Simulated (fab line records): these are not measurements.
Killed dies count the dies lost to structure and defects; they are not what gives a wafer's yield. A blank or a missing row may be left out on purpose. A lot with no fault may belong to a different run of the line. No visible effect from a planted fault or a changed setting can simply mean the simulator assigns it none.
Which tool is to blame?    flow sky130    72 wafers from 24 lots sampled at 6 of the route's 708 steps

WHAT THE GAUGES READ, wafer by wafer
Not one reading of a measure or inspect step in the record can be checked against a usual standard deviation.

EACH LOT AND THE TOOL THAT RAN IT (in order: tool; ch and the chambers of the sampled wafers; start)
lot   SKY_CONTACT_ETCH_18                           SKY_CONTACT_STRIP_19                 SKY_METAL1_SPUTTER_00        SKY_VIA1_SPUTTER_20          SKY_VIA4_STRIP_13                    SKY_VIA4_CVD_18
L074  rieDiel-03 ch 1,2,3, day 30 22:48 or earlier  plasmaAsher-02 ch 0,1, day 30 22:48  pvdSputter-04, day 31 00:03  pvdSputter-02, day 33 10:16  plasmaAsher-02 ch 0,1, day 42 09:38  cvdW-01 ch 0,1, day 42 10:19
L075  rieDiel-03 ch 0,1,3, day 31 14:33 or earlier  plasmaAsher-04 ch 0,1, day 31 14:33  pvdSputter-02, day 31 15:53  pvdSputter-04, day 34 02:19  plasmaAsher-02 ch 0,1, day 42 20:40  cvdW-01 ch 0,1, day 42 21:20
L076  rieDiel-03 ch 0,1, day 32 01:05 or earlier    plasmaAsher-02 ch 0,1, day 32 01:05  pvdSputter-03, day 32 02:20  pvdSputter-02, day 34 12:00  plasmaAsher-01 ch 0,1, day 43 06:46  cvdW-02 ch 0,1, day 43 07:32
L077  rieDiel-03 ch 0,1,3, day 32 14:48 or earlier  plasmaAsher-03 ch 0,1, day 32 14:48  pvdSputter-02, day 32 16:03  pvdSputter-02, day 35 01:36  plasmaAsher-01 ch 0,1, day 43 17:50  cvdW-01 ch 0,1, day 43 18:31
L078  rieDiel-03 ch 2,3, day 32 22:03 or earlier    plasmaAsher-04 ch 0,1, day 32 22:03  pvdSputter-02, day 32 23:20  pvdSputter-02, day 35 08:41  plasmaAsher-01 ch 1, day 43 23:19    cvdW-02 ch 1, day 43 23:59
L079  rieDiel-01 ch 2,3, day 33 03:04 or earlier    plasmaAsher-04 ch 0,1, day 33 03:04  pvdSputter-04, day 33 04:21  pvdSputter-04, day 35 13:00  plasmaAsher-01 ch 0,1, day 44 02:07  cvdW-01 ch 0,1, day 44 02:47
L080  rieDiel-03 ch 1,2, day 33 08:27 or earlier    plasmaAsher-04 ch 0,1, day 33 08:27  pvdSputter-03, day 33 09:42  pvdSputter-02, day 35 18:55  plasmaAsher-04 ch 0,1, day 44 09:35  cvdW-02 ch 0,1, day 44 10:14
L081  rieDiel-01 ch 0,1,2, day 33 19:06 or earlier  plasmaAsher-03 ch 0,1, day 33 19:06  pvdSputter-04, day 33 20:21  pvdSputter-04, day 36 03:52  plasmaAsher-01 ch 0,1, day 44 16:50  cvdW-02 ch 0,1, day 44 17:43
L082  rieDiel-03 ch 1,2, day 34 03:31 or earlier    plasmaAsher-03 ch 0,1, day 34 03:31  pvdSputter-03, day 34 04:47  pvdSputter-02, day 36 12:05  plasmaAsher-04 ch 0,1, day 44 23:10  cvdW-02 ch 1, day 44 23:56
L083  rieDiel-03 ch 0,1,2, day 34 15:16 or earlier  plasmaAsher-03 ch 0,1, day 34 15:16  pvdSputter-03, day 34 16:33  pvdSputter-01, day 36 23:39  plasmaAsher-01 ch 0,1, day 45 09:40  cvdW-01 ch 0,1, day 45 10:19
L084  rieDiel-03 ch 0,3, day 34 20:30 or earlier    plasmaAsher-02 ch 0,1, day 34 20:30  pvdSputter-03, day 34 21:47  pvdSputter-02, day 37 04:40  plasmaAsher-02 ch 0,1, day 45 13:17  cvdW-02 ch 0,1, day 45 13:56
L085  rieDiel-03 ch 0,1,2, day 35 06:19 or earlier  plasmaAsher-02 ch 0,1, day 35 06:19  pvdSputter-02, day 35 07:34  pvdSputter-01, day 37 13:00  plasmaAsher-02 ch 0,1, day 45 19:14  cvdW-01 ch 0,1, day 45 19:53
L086  rieDiel-01 ch 0,3, day 35 15:39 or earlier    plasmaAsher-03 ch 0,1, day 35 15:39  pvdSputter-03, day 35 16:59  pvdSputter-01, day 37 22:57  plasmaAsher-04 ch 0,1, day 46 03:22  cvdW-02 ch 0,1, day 46 04:01
L087  rieDiel-01 ch 0,1,3, day 35 19:59 or earlier  plasmaAsher-03 ch 0,1, day 35 19:59  pvdSputter-02, day 35 21:12  pvdSputter-02, day 38 03:37  plasmaAsher-02 ch 0,1, day 46 07:37  cvdW-02 ch 0,1, day 46 08:20
L088  rieDiel-01 ch 1,2, day 36 07:34 or earlier    plasmaAsher-03 ch 0,1, day 36 07:34  pvdSputter-04, day 36 08:49  pvdSputter-04, day 38 15:13  plasmaAsher-02 ch 0,1, day 46 14:40  cvdW-02 ch 0, day 46 15:23
L089  rieDiel-01 ch 0,3, day 36 16:36 or earlier    plasmaAsher-04 ch 0,1, day 36 16:36  pvdSputter-02, day 36 17:59  pvdSputter-02, day 39 00:30  plasmaAsher-04 ch 0,1, day 47 00:26  cvdW-02 ch 0,1, day 47 01:10
L090  rieDiel-02 ch 0,3, day 36 20:45 or earlier    plasmaAsher-02 ch 0,1, day 36 20:45  pvdSputter-02, day 36 22:05  pvdSputter-04, day 39 03:52  plasmaAsher-04 ch 0,1, day 47 02:53  cvdW-01 ch 0,1, day 47 03:44
L091  rieDiel-03 ch 0,3, day 37 00:51 or earlier    plasmaAsher-04 ch 0,1, day 37 00:51  pvdSputter-04, day 37 02:09  pvdSputter-02, day 39 07:34  plasmaAsher-01 ch 0,1, day 47 04:50  cvdW-02 ch 0,1, day 47 05:29
L092  rieDiel-02 ch 2,3, day 37 04:46 or earlier    plasmaAsher-02 ch 0,1, day 37 04:46  pvdSputter-03, day 37 06:04  pvdSputter-02, day 39 11:07  plasmaAsher-02 ch 0,1, day 47 10:49  cvdW-01 ch 0,1, day 47 11:31
L093  rieDiel-03 ch 0,1,3, day 37 16:39 or earlier  plasmaAsher-04 ch 0,1, day 37 16:39  pvdSputter-03, day 37 17:54  pvdSputter-01, day 39 22:24  plasmaAsher-02 ch 0,1, day 47 16:38  cvdW-01 ch 0,1, day 47 17:28
L094  rieDiel-02 ch 0,1,2, day 38 01:45 or earlier  plasmaAsher-04 ch 0,1, day 38 01:45  pvdSputter-03, day 38 02:59  pvdSputter-04, day 40 06:25  plasmaAsher-02 ch 0,1, day 48 01:10  cvdW-01 ch 0,1, day 48 02:16
L095  rieDiel-02 ch 0,2,3, day 38 05:50 or earlier  plasmaAsher-04 ch 0,1, day 38 05:50  pvdSputter-04, day 38 07:04  pvdSputter-01, day 40 10:47  plasmaAsher-02 ch 0,1, day 48 04:43  cvdW-02 ch 0,1, day 48 05:28
L096  rieDiel-01 ch 2,3, day 38 17:05 or earlier    plasmaAsher-03 ch 0,1, day 38 17:05  pvdSputter-02, day 38 18:18  pvdSputter-04, day 40 21:32  plasmaAsher-02 ch 0,1, day 48 11:36  cvdW-02 ch 0,1, day 48 12:20
L097  rieDiel-02 ch 0,1,3, day 38 21:13 or earlier  plasmaAsher-02 ch 0,1, day 38 21:13  pvdSputter-04, day 38 22:27  pvdSputter-01, day 41 02:28  plasmaAsher-01 ch 0,1, day 48 13:55  cvdW-01 ch 0,1, day 48 14:52
- SKY_CONTACT_ETCH_18: etches Si3N4 in CHF3/O2, stops on TiN, time 39 s, target depth 75 nm.
- SKY_CONTACT_STRIP_19: strips in O2/N2.
- SKY_METAL1_SPUTTER_00: material Ti, target thk 15 nm, time 10 s.
- SKY_VIA1_SPUTTER_20: material TiN, target thk 20 nm, time 80 s.
- SKY_VIA4_STRIP_13: strips in O2/N2.
- SKY_VIA4_CVD_18: deposits W, target thk 505 nm, time 152.14 s.

AS READ BY THE TOOLS THEMSELVES (means over the sampled wafers that have a number; for cases with no such wafer, the mark the record gives instead)
SKY_CONTACT_ETCH_18. Usual: drypumpMotorCurrentA 5.8 A, standard deviation 0.3; oesProductAu 0.852 a.u., standard deviation 0.0082; throttleValvePct 8.795 %, standard deviation 0.0086.
lot   tool        drypumpMotorCurrentA (A)  oesProductAu (a.u.)  throttleValvePct (%)  flag
L074  rieDiel-03  5.8                       0.853                8.796                 
L075  rieDiel-03  6.0                       0.853                8.790                 
L076  rieDiel-03  6.0                       0.849                8.800                 
L077  rieDiel-03  5.9                       0.854                8.797                 
L078  rieDiel-03  5.8                       0.856                8.791                 
L079  rieDiel-01  5.6                       0.852                8.793                 
L080  rieDiel-03  5.9                       0.862                8.801                 
L081  rieDiel-01  5.6                       0.845                8.799                 
L082  rieDiel-03  5.8                       0.844                8.796                 
L083  rieDiel-03  5.9                       0.849                8.795                 
L084  rieDiel-03  5.9                       0.861                8.787                 
L085  rieDiel-03  5.9                       0.843                8.797                 
L086  rieDiel-01  5.9                       0.848                8.784                 
L087  rieDiel-01  5.8                       0.863                8.797                 
L088  rieDiel-01  5.5                       0.862                8.799                 
L089  rieDiel-01  5.9                       0.849                8.793                 
L090  rieDiel-02  6.0                       0.851                8.796                 
L091  rieDiel-03  5.9                       0.858                8.799                 
L092  rieDiel-02  5.6                       0.851                8.798                 
L093  rieDiel-03  6.0                       0.848                8.802                 
L094  rieDiel-02  5.3                       0.843                8.794                 
L095  rieDiel-02  5.6                       0.858                8.795                 
L096  rieDiel-01  5.6                       0.853                8.802                 
L097  rieDiel-02  5.6                       0.852                8.785                 

SKY_CONTACT_STRIP_19. Usual: drypumpMotorCurrentA 5.9 A, standard deviation 0.4; oesProductAu 0.382 a.u., standard deviation 0.005; stripTimeToEndpointS 3.64 s, standard deviation 0.037.
lot   tool            drypumpMotorCurrentA (A)  oesProductAu (a.u.)  stripTimeToEndpointS (s)  flag
L074  plasmaAsher-02  5.4                       0.382                3.66                      
L075  plasmaAsher-04  6.2                       0.382                3.66                      
L076  plasmaAsher-02  5.6                       0.378                3.65                      
L077  plasmaAsher-03  6.2                       0.382                3.64                      
L078  plasmaAsher-04  6.1                       0.376                3.62                      
L079  plasmaAsher-04  6.0                       0.384                3.58                      
L080  plasmaAsher-04  6.2                       0.382                3.68                      
L081  plasmaAsher-03  6.2                       0.383                3.65                      
L082  plasmaAsher-03  6.2                       0.383                3.67                      
L083  plasmaAsher-03  6.2                       0.384                3.65                      
L084  plasmaAsher-02  5.4                       0.379                3.64                      
L085  plasmaAsher-02  5.6                       0.386                3.64                      
L086  plasmaAsher-03  6.2                       0.380                3.65                      
L087  plasmaAsher-03  6.2                       0.386                3.62                      
L088  plasmaAsher-03  6.2                       0.383                3.64                      
L089  plasmaAsher-04  6.0                       0.387                3.67                      
L090  plasmaAsher-02  5.3                       0.387                3.70                      
L091  plasmaAsher-04  6.2                       0.381                3.60                      
L092  plasmaAsher-02  5.3                       0.381                3.65                      
L093  plasmaAsher-04  6.1                       0.377                3.60                      
L094  plasmaAsher-04  6.1                       0.384                3.63                      
L095  plasmaAsher-04  6.0                       0.384                3.68                      
L096  plasmaAsher-03  6.2                       0.377                3.60                      
L097  plasmaAsher-02  5.6                       0.384                3.63                      

SKY_METAL1_SPUTTER_00. Usual: cathodeDcPowerW 3077.0 W, standard deviation 0.59; throttleValvePct 30.1 %, standard deviation 1.1.
lot   tool           cathodeDcPowerW (W)  throttleValvePct (%)  flag
L074  pvdSputter-04  3076.7               30.1                  
L075  pvdSputter-02  3077.2               29.8                  
L076  pvdSputter-03  3076.2               30.2                  
L077  pvdSputter-02  3077.0               30.1                  
L078  pvdSputter-02  3077.5               30.3                  
L079  pvdSputter-04  3077.0               30.2                  
L080  pvdSputter-03  3076.8               30.6                  
L081  pvdSputter-04  3076.6               29.1                  
L082  pvdSputter-03  3076.8               30.1                  
L083  pvdSputter-03  3076.7               30.2                  
L084  pvdSputter-03  3076.6               29.6                  
L085  pvdSputter-02  3077.2               30.3                  
L086  pvdSputter-03  3077.0               30.3                  
L087  pvdSputter-02  3077.3               29.9                  
L088  pvdSputter-04  3076.5               30.0                  
L089  pvdSputter-02  3076.8               30.5                  
L090  pvdSputter-02  3077.2               29.9                  
L091  pvdSputter-04  3077.4               29.0                  
L092  pvdSputter-03  3077.3               30.0                  
L093  pvdSputter-03  3077.5               30.9                  
L094  pvdSputter-03  3076.9               30.1                  
L095  pvdSputter-04  3076.6               30.1                  
L096  pvdSputter-02  3077.0               29.5                  
L097  pvdSputter-04  3076.8               29.9                  

SKY_VIA1_SPUTTER_20. Usual: cathodeDcPowerW 4000.1 W, standard deviation 0.75; throttleValvePct 29.8 %, standard deviation 1.1.
lot   tool           cathodeDcPowerW (W)  throttleValvePct (%)  flag
L074  pvdSputter-02  4000.2               30.3                  
L075  pvdSputter-04  4000.7               31.3                  
L076  pvdSputter-02  4000.2               29.4                  
L077  pvdSputter-02  4000.2               30.4                  
L078  pvdSputter-02  4000.3               30.2                  
L079  pvdSputter-04  3999.5               31.3                  
L080  pvdSputter-02  3999.9               30.6                  
L081  pvdSputter-04  4000.1               29.0                  
L082  pvdSputter-02  4000.0               29.8                  
L083  pvdSputter-01  3999.5               29.0                  
L084  pvdSputter-02  4000.2               30.3                  
L085  pvdSputter-01  3999.9               29.1                  
L086  pvdSputter-01  4000.1               29.7                  
L087  pvdSputter-02  3999.0               29.2                  
L088  pvdSputter-04  3999.3               29.1                  
L089  pvdSputter-02  3999.8               30.3                  
L090  pvdSputter-04  4000.2               29.9                  
L091  pvdSputter-02  3999.8               30.5                  
L092  pvdSputter-02  4000.2               29.4                  
L093  pvdSputter-01  3999.9               29.7                  
L094  pvdSputter-04  3999.8               29.9                  
L095  pvdSputter-01  3999.5               28.8                  
L096  pvdSputter-04  4000.7               28.9                  
L097  pvdSputter-01  4000.2               28.9                  

SKY_VIA4_STRIP_13. Usual: drypumpMotorCurrentA 5.6 A, standard deviation 0.46; oesProductAu 0.710 a.u., standard deviation 0.0044; stripTimeToEndpointS 12.80 s, standard deviation 0.03.
lot   tool            drypumpMotorCurrentA (A)  oesProductAu (a.u.)  stripTimeToEndpointS (s)  flag
L074  plasmaAsher-02  5.4                       0.716                12.80                     
L075  plasmaAsher-02  5.3                       0.709                12.79                     
L076  plasmaAsher-01  5.5                       0.708                12.82                     
L077  plasmaAsher-01  5.2                       0.710                12.79                     
L078  plasmaAsher-01  4.9                       0.707                12.81                     
L079  plasmaAsher-01  5.2                       0.707                12.83                     
L080  plasmaAsher-04  6.2                       0.709                12.80                     
L081  plasmaAsher-01  5.2                       0.709                12.82                     
L082  plasmaAsher-04  6.2                       0.713                12.82                     
L083  plasmaAsher-01  5.5                       0.707                12.77                     
L084  plasmaAsher-02  5.4                       0.713                12.81                     
L085  plasmaAsher-02  5.6                       0.710                12.81                     
L086  plasmaAsher-04  6.0                       0.709                12.86                     
L087  plasmaAsher-02  5.4                       0.706                12.80                     
L088  plasmaAsher-02  5.6                       0.710                12.84                     
L089  plasmaAsher-04  6.0                       0.711                12.83                     
L090  plasmaAsher-04  6.1                       0.709                12.80                     
L091  plasmaAsher-01  5.5                       0.716                12.76                     
L092  plasmaAsher-02  5.3                       0.712                12.83                     
L093  plasmaAsher-02  5.6                       0.711                12.82                     
L094  plasmaAsher-02  5.4                       0.709                12.80                     
L095  plasmaAsher-02  5.3                       0.709                12.78                     
L096  plasmaAsher-02  5.3                       0.714                12.78                     
L097  plasmaAsher-01  5.5                       0.709                12.79                     

SKY_VIA4_CVD_18. Usual: heaterPowerW 769 W, standard deviation 29.
lot   tool     heaterPowerW (W)  flag
L074  cvdW-01  761               
L075  cvdW-01  768               
L076  cvdW-02  753               
L077  cvdW-01  756               
L078  cvdW-02  738               
L079  cvdW-01  755               
L080  cvdW-02  788               
L081  cvdW-02  782               
L082  cvdW-02  732               
L083  cvdW-01  770               
L084  cvdW-02  789               
L085  cvdW-01  770               
L086  cvdW-02  781               
L087  cvdW-02  792               
L088  cvdW-02  801               
L089  cvdW-02  795               
L090  cvdW-01  766               
L091  cvdW-02  765               
L092  cvdW-01  757               
L093  cvdW-01  774               
L094  cvdW-01  768               
L095  cvdW-02  763               
L096  cvdW-02  768               
L097  cvdW-01  760               

THE ANSWER, worked out from the rows above alone
Rule: a lot is off if the mean of its wafers that have a number lies more than 3 standard deviations from the usual mean. Also off: a lot with no number at a reading for which 4 or more lots have one. Any other lot the step has rows for is counted as sound. Order of review: gauges by route order, followed by the tools' own readings, for which a lot's mean as printed above is used. At the first step where some lot is off, the reading lying furthest off is the one used; lots without a number count as furthest.
No lot is off at any reading shown: from this, nothing can be told.

WHAT WAS PUT IN BY THE SIMULATOR
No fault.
